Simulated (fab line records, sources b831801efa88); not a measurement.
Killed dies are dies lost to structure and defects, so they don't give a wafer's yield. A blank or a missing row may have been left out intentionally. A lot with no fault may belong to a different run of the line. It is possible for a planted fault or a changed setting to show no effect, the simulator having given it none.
The tool behind it: which one? + flow gf180mcu + 6 lots with 18 wafers sampled at 2 steps, on a route of 602 steps

## WHAT THE GAUGES SHOWED, per wafer
GF_SALICIDE_RS_MEAS_04: measurement is done with a four-point probe.
| lot  | measured     | on            | SALICIDE_TIN_RS (ohm/sq) |
|------|--------------|---------------|--------------------------|
| L785 | day 15 12:39 | film_metro-02 | 16.4 16.7 16.4           |
| L791 | day 17 19:19 | film_metro-04 | 26.6 27.4 26.5           |
| L793 | day 18 09:53 | film_metro-03 | 26.0 25.1 25.1           |
| L801 | day 21 05:18 | film_metro-04 | 15.9 16.1 16.0           |
| L803 | day 21 21:51 | film_metro-02 | 16.5 16.8 16.8           |
| L807 | day 23 08:06 | film_metro-03 | 16.7 16.6 16.6           |

## WHAT TOOL EACH LOT RAN ON (gives the tool, then ch and the chambers of the sampled wafers, and finally the start)
| lot  | GF_SALICIDE_SPUTTER_03       |
|------|------------------------------|
| L785 | pvd_sputter-02, day 15 12:35 |
| L791 | pvd_sputter-01, day 17 19:17 |
| L793 | pvd_sputter-02, day 18 09:49 |
| L801 | pvd_sputter-02, day 21 05:17 |
| L803 | pvd_sputter-02, day 21 21:50 |
| L807 | pvd_sputter-01, day 23 08:05 |
- GF_SALICIDE_SPUTTER_03: material TiN, target thk 20 nm, time 16.7 s.

## THE ANSWER, worked out from the rows above alone
Rule: the usual values come from the lots themselves. Put in order of their means at a reading, lots are off if they are a third of the lots or fewer, leave a main group of 4 or more, and stand apart from it by a gap of 3 or more times the standard deviation of the main group's means; of several such gaps the widest counts. The tables above print the reading to a certain number of digits; a main group whose means all agree to those digits is not used. A lot without any number at a reading at which 4 lots or more have one is off too. All remaining lots with rows at the step are treated as sound.
Off: L791, L793, seen at GF_SALICIDE_RS_MEAS_04 (SALICIDE_TIN_RS). Mean 16.5 ohm/sq and standard deviation 0.27 in the main group.
If a tool, at a process step before that reading, ran all the lots that are off and no sound lot after the first of them, it fits. Gauges at GF_SALICIDE_RS_MEAS_04: tried the same way as those tools. Of those tried, none fits.

## WHAT THE SIMULATOR PUT IN
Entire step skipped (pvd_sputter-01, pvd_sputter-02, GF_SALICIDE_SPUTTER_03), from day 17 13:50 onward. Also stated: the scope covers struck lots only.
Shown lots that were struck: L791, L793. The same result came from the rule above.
